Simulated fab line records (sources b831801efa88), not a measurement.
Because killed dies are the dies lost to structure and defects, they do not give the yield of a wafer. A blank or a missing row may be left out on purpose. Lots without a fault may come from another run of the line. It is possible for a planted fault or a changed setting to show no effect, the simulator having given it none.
What tool caused it? || flow sky130 || Sampling: 12 lots, 36 wafers, 5 of 708 route steps

## WHAT EACH GAUGE READ, for each wafer
SKY_LI_CONTACT_THK_MEAS_23: measures by xrf. Usual: LI_CONTACT_W_THK 410 nm, standard deviation 8.8.
{"lot": "L738", "measured": "day 29 05:13", "on": "film_metro-04", "LI_CONTACT_W_THK (nm)": "418 417 403", "flag": ""}
{"lot": "L739", "measured": "day 29 07:51", "on": "film_metro-02", "LI_CONTACT_W_THK (nm)": "426 426 424", "flag": ""}
{"lot": "L740", "measured": "day 29 21:38", "on": "film_metro-04", "LI_CONTACT_W_THK (nm)": "411 412 413", "flag": ""}
{"lot": "L741", "measured": "day 30 04:57", "on": "film_metro-04", "LI_CONTACT_W_THK (nm)": "411 396 407", "flag": ""}
{"lot": "L743", "measured": "day 30 20:41", "on": "film_metro-04", "LI_CONTACT_W_THK (nm)": "393 396 399", "flag": ""}
{"lot": "L744", "measured": "day 31 05:34", "on": "film_metro-04", "LI_CONTACT_W_THK (nm)": "406 411 405", "flag": ""}
{"lot": "L745", "measured": "day 31 13:48", "on": "film_metro-04", "LI_CONTACT_W_THK (nm)": "419 399 415", "flag": ""}
{"lot": "L754", "measured": "day 34 14:37", "on": "film_metro-02", "LI_CONTACT_W_THK (nm)": "423 422 422", "flag": ""}
{"lot": "L757", "measured": "day 36 22:54", "on": "film_metro-04", "LI_CONTACT_W_THK (nm)": "403 408 413", "flag": ""}
{"lot": "L758", "measured": "day 37 00:02", "on": "film_metro-04", "LI_CONTACT_W_THK (nm)": "410 409 411", "flag": ""}
{"lot": "L756", "measured": "day 37 01:43", "on": "film_metro-03", "LI_CONTACT_W_THK (nm)": "412 414 406", "flag": ""}
{"lot": "L759", "measured": "day 37 06:23", "on": "film_metro-04", "LI_CONTACT_W_THK (nm)": "411 406 405", "flag": ""}

## EACH LOT AND THE TOOL THAT RAN IT (in order: tool; ch and the chambers of the sampled wafers; start)
{"lot": "L738", "SKY_LI_CONTACT_ETCH_15": "rie_diel-03 ch 0,2,3, day 29 04:26", "SKY_LI_CONTACT_STRIP_16": "plasma_asher-01 ch 0,1, day 29 04:33", "SKY_LI_CONTACT_SPUTTER_19": "pvd_sputter-02, day 29 04:49", "SKY_LI_CONTACT_SPUTTER_20": "pvd_sputter-02, day 29 04:53"}
{"lot": "L739", "SKY_LI_CONTACT_ETCH_15": "rie_diel-01 ch 0,1, day 29 07:05", "SKY_LI_CONTACT_STRIP_16": "plasma_asher-04 ch 0,1, day 29 07:10", "SKY_LI_CONTACT_SPUTTER_19": "pvd_sputter-01, day 29 07:28", "SKY_LI_CONTACT_SPUTTER_20": "pvd_sputter-01, day 29 07:32"}
{"lot": "L740", "SKY_LI_CONTACT_ETCH_15": "rie_diel-01 ch 0,1,2, day 29 20:53", "SKY_LI_CONTACT_STRIP_16": "plasma_asher-04 ch 0,1, day 29 20:58", "SKY_LI_CONTACT_SPUTTER_19": "pvd_sputter-02, day 29 21:16", "SKY_LI_CONTACT_SPUTTER_20": "pvd_sputter-02, day 29 21:20"}
{"lot": "L741", "SKY_LI_CONTACT_ETCH_15": "rie_diel-01 ch 1,3, day 30 04:11", "SKY_LI_CONTACT_STRIP_16": "plasma_asher-03 ch 1, day 30 04:16", "SKY_LI_CONTACT_SPUTTER_19": "pvd_sputter-01, day 30 04:34", "SKY_LI_CONTACT_SPUTTER_20": "pvd_sputter-01, day 30 04:38"}
{"lot": "L743", "SKY_LI_CONTACT_ETCH_15": "rie_diel-02 ch 1,3, day 30 19:55", "SKY_LI_CONTACT_STRIP_16": "plasma_asher-01 ch 0,1, day 30 20:00", "SKY_LI_CONTACT_SPUTTER_19": "pvd_sputter-01, day 30 20:18", "SKY_LI_CONTACT_SPUTTER_20": "pvd_sputter-01, day 30 20:23"}
{"lot": "L744", "SKY_LI_CONTACT_ETCH_15": "rie_diel-03 ch 2,3, day 31 04:46", "SKY_LI_CONTACT_STRIP_16": "plasma_asher-01 ch 0,1, day 31 04:53", "SKY_LI_CONTACT_SPUTTER_19": "pvd_sputter-01, day 31 05:10", "SKY_LI_CONTACT_SPUTTER_20": "pvd_sputter-01, day 31 05:14"}
{"lot": "L745", "SKY_LI_CONTACT_ETCH_15": "rie_diel-01 ch 0,1,2, day 31 13:01", "SKY_LI_CONTACT_STRIP_16": "plasma_asher-03 ch 0,1, day 31 13:08", "SKY_LI_CONTACT_SPUTTER_19": "pvd_sputter-04, day 31 13:24", "SKY_LI_CONTACT_SPUTTER_20": "pvd_sputter-04, day 31 13:29"}
{"lot": "L754", "SKY_LI_CONTACT_ETCH_15": "rie_diel-03 ch 0,1,2, day 34 13:50", "SKY_LI_CONTACT_STRIP_16": "plasma_asher-01 ch 0,1, day 34 13:55", "SKY_LI_CONTACT_SPUTTER_19": "pvd_sputter-01, day 34 14:14", "SKY_LI_CONTACT_SPUTTER_20": "pvd_sputter-01, day 34 14:19"}
{"lot": "L757", "SKY_LI_CONTACT_ETCH_15": "rie_diel-01 ch 0,1,3, day 36 22:07", "SKY_LI_CONTACT_STRIP_16": "plasma_asher-01 ch 0,1, day 36 22:14", "SKY_LI_CONTACT_SPUTTER_19": "pvd_sputter-01, day 36 22:30", "SKY_LI_CONTACT_SPUTTER_20": "pvd_sputter-01, day 36 22:35"}
{"lot": "L758", "SKY_LI_CONTACT_ETCH_15": "rie_diel-01 ch 1,2,3, day 36 23:16", "SKY_LI_CONTACT_STRIP_16": "plasma_asher-04 ch 1, day 36 23:22", "SKY_LI_CONTACT_SPUTTER_19": "pvd_sputter-01, day 36 23:39", "SKY_LI_CONTACT_SPUTTER_20": "pvd_sputter-01, day 36 23:44"}
{"lot": "L756", "SKY_LI_CONTACT_ETCH_15": "rie_diel-01 ch 0,1, day 37 00:56", "SKY_LI_CONTACT_STRIP_16": "plasma_asher-04 ch 0,1, day 37 01:01", "SKY_LI_CONTACT_SPUTTER_19": "pvd_sputter-01, day 37 01:19", "SKY_LI_CONTACT_SPUTTER_20": "pvd_sputter-01, day 37 01:23"}
{"lot": "L759", "SKY_LI_CONTACT_ETCH_15": "rie_diel-02 ch 1,2,3, day 37 05:37", "SKY_LI_CONTACT_STRIP_16": "plasma_asher-01 ch 0,1, day 37 05:43", "SKY_LI_CONTACT_SPUTTER_19": "pvd_sputter-02, day 37 06:00", "SKY_LI_CONTACT_SPUTTER_20": "pvd_sputter-02, day 37 06:05"}
- SKY_LI_CONTACT_ETCH_15: etches PSG in C4F8/O2/Ar, stops on Si, target depth 600 nm.
- SKY_LI_CONTACT_STRIP_16: strips in O2/N2.
- SKY_LI_CONTACT_SPUTTER_19: material Ti, target thk 20 nm, time 106.37 s.
- SKY_LI_CONTACT_SPUTTER_20: material TiN, target thk 20 nm, time 80 s.

## AS READ BY THE TOOLS THEMSELVES (means over the sampled wafers that have a number; for cases with no such wafer, the mark the record gives instead)
SKY_LI_CONTACT_ETCH_15. Usual: oes_product_au 0.837 a.u., standard deviation 0.005; rf_fwd_power_W 1493 W, standard deviation 4.8.
{"lot": "L738", "tool": "rie_diel-03", "oes_product_au (a.u.)": 0.835, "rf_fwd_power_W (W)": 1494, "flag": ""}
{"lot": "L739", "tool": "rie_diel-01", "oes_product_au (a.u.)": 0.840, "rf_fwd_power_W (W)": 1491, "flag": ""}
{"lot": "L740", "tool": "rie_diel-01", "oes_product_au (a.u.)": 0.838, "rf_fwd_power_W (W)": 1495, "flag": ""}
{"lot": "L741", "tool": "rie_diel-01", "oes_product_au (a.u.)": 0.839, "rf_fwd_power_W (W)": 1491, "flag": ""}
{"lot": "L743", "tool": "rie_diel-02", "oes_product_au (a.u.)": 0.831, "rf_fwd_power_W (W)": 1489, "flag": ""}
{"lot": "L744", "tool": "rie_diel-03", "oes_product_au (a.u.)": 0.835, "rf_fwd_power_W (W)": 1494, "flag": ""}
{"lot": "L745", "tool": "rie_diel-01", "oes_product_au (a.u.)": 0.840, "rf_fwd_power_W (W)": 1488, "flag": ""}
{"lot": "L754", "tool": "rie_diel-03", "oes_product_au (a.u.)": 0.833, "rf_fwd_power_W (W)": 1490, "flag": ""}
{"lot": "L757", "tool": "rie_diel-01", "oes_product_au (a.u.)": 0.830, "rf_fwd_power_W (W)": 1493, "flag": ""}
{"lot": "L758", "tool": "rie_diel-01", "oes_product_au (a.u.)": 0.838, "rf_fwd_power_W (W)": 1493, "flag": ""}
{"lot": "L756", "tool": "rie_diel-01", "oes_product_au (a.u.)": 0.840, "rf_fwd_power_W (W)": 1492, "flag": ""}
{"lot": "L759", "tool": "rie_diel-02", "oes_product_au (a.u.)": 0.832, "rf_fwd_power_W (W)": 1494, "flag": ""}

SKY_LI_CONTACT_STRIP_16. Usual: drypump_motor_current_A 6.1 A, standard deviation 0.5; oes_product_au 0.375 a.u., standard deviation 0.0044; strip_time_to_endpoint_s 3.49 s, standard deviation 0.042.
{"lot": "L738", "tool": "plasma_asher-01", "drypump_motor_current_A (A)": 6.0, "oes_product_au (a.u.)": 0.372, "strip_time_to_endpoint_s (s)": 3.48, "flag": ""}
{"lot": "L739", "tool": "plasma_asher-04", "drypump_motor_current_A (A)": 6.1, "oes_product_au (a.u.)": 0.373, "strip_time_to_endpoint_s (s)": 3.47, "flag": ""}
{"lot": "L740", "tool": "plasma_asher-04", "drypump_motor_current_A (A)": 5.7, "oes_product_au (a.u.)": 0.374, "strip_time_to_endpoint_s (s)": 3.46, "flag": ""}
{"lot": "L741", "tool": "plasma_asher-03", "drypump_motor_current_A (A)": 5.5, "oes_product_au (a.u.)": 0.375, "strip_time_to_endpoint_s (s)": 3.46, "flag": ""}
{"lot": "L743", "tool": "plasma_asher-01", "drypump_motor_current_A (A)": 6.3, "oes_product_au (a.u.)": 0.378, "strip_time_to_endpoint_s (s)": 3.51, "flag": ""}
{"lot": "L744", "tool": "plasma_asher-01", "drypump_motor_current_A (A)": 6.0, "oes_product_au (a.u.)": 0.376, "strip_time_to_endpoint_s (s)": 3.52, "flag": ""}
{"lot": "L745", "tool": "plasma_asher-03", "drypump_motor_current_A (A)": 5.9, "oes_product_au (a.u.)": 0.377, "strip_time_to_endpoint_s (s)": 3.44, "flag": ""}
{"lot": "L754", "tool": "plasma_asher-01", "drypump_motor_current_A (A)": 6.2, "oes_product_au (a.u.)": 0.383, "strip_time_to_endpoint_s (s)": 3.63, "flag": "OFF"}
{"lot": "L757", "tool": "plasma_asher-01", "drypump_motor_current_A (A)": 6.3, "oes_product_au (a.u.)": 0.375, "strip_time_to_endpoint_s (s)": 3.49, "flag": ""}
{"lot": "L758", "tool": "plasma_asher-04", "drypump_motor_current_A (A)": 5.4, "oes_product_au (a.u.)": 0.376, "strip_time_to_endpoint_s (s)": 3.45, "flag": ""}
{"lot": "L756", "tool": "plasma_asher-04", "drypump_motor_current_A (A)": 6.1, "oes_product_au (a.u.)": 0.373, "strip_time_to_endpoint_s (s)": 3.44, "flag": ""}
{"lot": "L759", "tool": "plasma_asher-01", "drypump_motor_current_A (A)": 6.3, "oes_product_au (a.u.)": 0.376, "strip_time_to_endpoint_s (s)": 3.50, "flag": ""}

SKY_LI_CONTACT_SPUTTER_19. Usual: substrate_temp_c 200.02 C, standard deviation 0.16; throttle_valve_pct 30.3 %, standard deviation 0.85.
{"lot": "L738", "tool": "pvd_sputter-02", "substrate_temp_c (C)": 200.00, "throttle_valve_pct (%)": 29.8, "flag": ""}
{"lot": "L739", "tool": "pvd_sputter-01", "substrate_temp_c (C)": 200.16, "throttle_valve_pct (%)": 30.6, "flag": ""}
{"lot": "L740", "tool": "pvd_sputter-02", "substrate_temp_c (C)": 199.98, "throttle_valve_pct (%)": 30.0, "flag": ""}
{"lot": "L741", "tool": "pvd_sputter-01", "substrate_temp_c (C)": 200.05, "throttle_valve_pct (%)": 29.6, "flag": ""}
{"lot": "L743", "tool": "pvd_sputter-01", "substrate_temp_c (C)": 200.01, "throttle_valve_pct (%)": 30.2, "flag": ""}
{"lot": "L744", "tool": "pvd_sputter-01", "substrate_temp_c (C)": 199.97, "throttle_valve_pct (%)": 31.0, "flag": ""}
{"lot": "L745", "tool": "pvd_sputter-04", "substrate_temp_c (C)": 199.76, "throttle_valve_pct (%)": 30.3, "flag": ""}
{"lot": "L754", "tool": "pvd_sputter-01", "substrate_temp_c (C)": 199.98, "throttle_valve_pct (%)": 30.1, "flag": ""}
{"lot": "L757", "tool": "pvd_sputter-01", "substrate_temp_c (C)": 199.99, "throttle_valve_pct (%)": 30.1, "flag": ""}
{"lot": "L758", "tool": "pvd_sputter-01", "substrate_temp_c (C)": 199.90, "throttle_valve_pct (%)": 29.9, "flag": ""}
{"lot": "L756", "tool": "pvd_sputter-01", "substrate_temp_c (C)": 200.04, "throttle_valve_pct (%)": 31.2, "flag": ""}
{"lot": "L759", "tool": "pvd_sputter-02", "substrate_temp_c (C)": 200.16, "throttle_valve_pct (%)": 30.0, "flag": ""}

SKY_LI_CONTACT_SPUTTER_20. Usual: 30.3 % for throttle_valve_pct, sd 0.85.
{"lot": "L738", "tool": "pvd_sputter-02", "throttle_valve_pct (%)": 29.7, "flag": ""}
{"lot": "L739", "tool": "pvd_sputter-01", "throttle_valve_pct (%)": 30.6, "flag": ""}
{"lot": "L740", "tool": "pvd_sputter-02", "throttle_valve_pct (%)": 30.1, "flag": ""}
{"lot": "L741", "tool": "pvd_sputter-01", "throttle_valve_pct (%)": 29.9, "flag": ""}
{"lot": "L743", "tool": "pvd_sputter-01", "throttle_valve_pct (%)": 30.2, "flag": ""}
{"lot": "L744", "tool": "pvd_sputter-01", "throttle_valve_pct (%)": 31.0, "flag": ""}
{"lot": "L745", "tool": "pvd_sputter-04", "throttle_valve_pct (%)": 30.4, "flag": ""}
{"lot": "L754", "tool": "pvd_sputter-01", "throttle_valve_pct (%)": 30.2, "flag": ""}
{"lot": "L757", "tool": "pvd_sputter-01", "throttle_valve_pct (%)": 30.2, "flag": ""}
{"lot": "L758", "tool": "pvd_sputter-01", "throttle_valve_pct (%)": 30.1, "flag": ""}
{"lot": "L756", "tool": "pvd_sputter-01", "throttle_valve_pct (%)": 31.1, "flag": ""}
{"lot": "L759", "tool": "pvd_sputter-02", "throttle_valve_pct (%)": 30.0, "flag": ""}

## THE ANSWER, worked out from the rows above alone
Rule: a lot counts as off when the mean over its wafers that have a number is more than 3 standard deviations away from the usual mean. Also off: a lot with no number at a reading for which 4 or more lots have one. The other lots that the step has rows for count as sound. First the gauges in route order, then the tools' own readings, where a lot's mean is used as printed above. At the first step where some lot is off, the reading lying furthest off is the one used; lots without a number count as furthest.
Off: L754, at SKY_LI_CONTACT_STRIP_16 (strip_time_to_endpoint_s).
A tool fits if, at that step or a process step before it, it ran every lot that is off, and no sound lot after the first of them. One candidate fits, namely rie_diel-03 at SKY_LI_CONTACT_ETCH_15. A fault onset in the window from L744 (day 31 04:46, its last sound lot) to L754 (day 34 13:50, its first lot off) fits.

## WHAT THE SIMULATOR HAD PUT IN
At SKY_LI_CONTACT_ETCH_15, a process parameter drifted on rie_diel-03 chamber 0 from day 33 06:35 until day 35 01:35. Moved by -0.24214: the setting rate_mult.
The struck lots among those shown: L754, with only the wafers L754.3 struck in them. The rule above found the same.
